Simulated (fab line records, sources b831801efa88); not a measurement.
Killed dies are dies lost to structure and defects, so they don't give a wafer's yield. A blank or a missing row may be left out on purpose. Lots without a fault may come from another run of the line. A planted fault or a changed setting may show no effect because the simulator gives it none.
Chamber matching | flow sky130 | SKY_POLY_CUT_ETCH_11 on rie_diel-01: 4 sister chambers
The step etches Si3N4 in CF4/CH2F2/Ar, stops on poly-Si, time 42.5 s, target depth 60 nm. 16 wafers are shown with their chamber, then 7 later ones without.

WAFERS WITH THEIR CHAMBER
wafer  | chamber | drypump_motor_current_A (A) | ch2f2_flow_sccm (sccm) | throttle_valve_pct (%)
L766.2 | 3       | 5.5                         | 19.91                  | 14.997
L766.4 | 0       | 5.6                         | 20.01                  | 14.987
L766.5 | 1       | 4.9                         | 19.93                  | 14.996
L770.1 | 2       | 5.6                         | 20.08                  | 14.991
L770.5 | 1       | 4.9                         | 20.03                  | 14.973
L770.6 | 2       | 5.5                         | 20.05                  | 15.012
L769.3 | 3       | 5.5                         | 20.02                  | 15.012
L769.4 | 1       | 5.0                         | 19.97                  | 14.972
L769.5 | 2       | 5.5                         | 20.11                  | 14.981
L768.1 | 1       | 4.9                         | 20.04                  | 14.996
L768.5 | 3       | 5.5                         | 20.00                  | 14.987
L768.6 | 2       | 5.6                         | 20.00                  | 15.000
L773.1 | 1       | 5.0                         | 19.95                  | 14.997
L773.5 | 3       | 5.5                         | 20.07                  | 14.992
L773.6 | 2       | 5.6                         | 20.14                  | 14.996
L772.1 | 1       | 4.9                         | 20.03                  | 14.987

SIGNATURES (means of the wafers above)
reading                 | chamber 0 | chamber 1 | chamber 2 | chamber 3 | scatter within a chamber
drypump_motor_current_A | 5.600     | 4.933     | 5.560     | 5.500     | 0.0459
ch2f2_flow_sccm         | 20.0100   | 19.9917   | 20.0760   | 20.0000   | 0.0551
throttle_valve_pct      | 14.98700  | 14.98683  | 14.99600  | 14.99700  | 0.0114
Rule: a wafer's distance from a chamber is the root of the sum, over the readings, of the square of ((its reading less the chamber's mean) divided by the reading's scatter). The wafer belongs to the nearest chamber; if the next one is less than 2 further off, it can't be placed. The scatter: the root of (the sum of the squares of (reading less its chamber's mean) over the shown wafers, divided by (wafers less chambers)).

WAFERS WITHOUT THEIR CHAMBER
wafer  | drypump_motor_current_A (A) | ch2f2_flow_sccm (sccm) | throttle_valve_pct (%)
L772.2 | 5.6                         | 20.08                  | 14.994
L772.5 | 5.6                         | 20.02                  | 14.983
L775.1 | 4.9                         | 19.95                  | 14.991
L775.2 | 5.6                         | 19.98                  | 14.997
L785.2 | 5.5                         | 19.98                  | 15.017
L785.4 | 5.6                         | 20.06                  | 14.994
L785.5 | 5.6                         | 19.89                  | 15.009

WHICH CHAMBER EACH WENT THROUGH
wafer  | from the rows above          | in truth
L772.2 | can't be placed: 2 or 0 or 3 | 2
L772.5 | can't be placed: 0 or 2      | 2
L775.1 | 1                            | 1
L775.2 | can't be placed: 0 or 2 or 3 | 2
L785.2 | can't be placed: 3 or 2 or 0 | 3
L785.4 | can't be placed: 2 or 0 or 3 | 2
L785.5 | can't be placed: 0 or 3 or 2 | 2
Placed correctly: 1 of 7. Can't be placed from these rows: 6 (the true chamber is among the candidates in 6). Placed wrongly: 0.
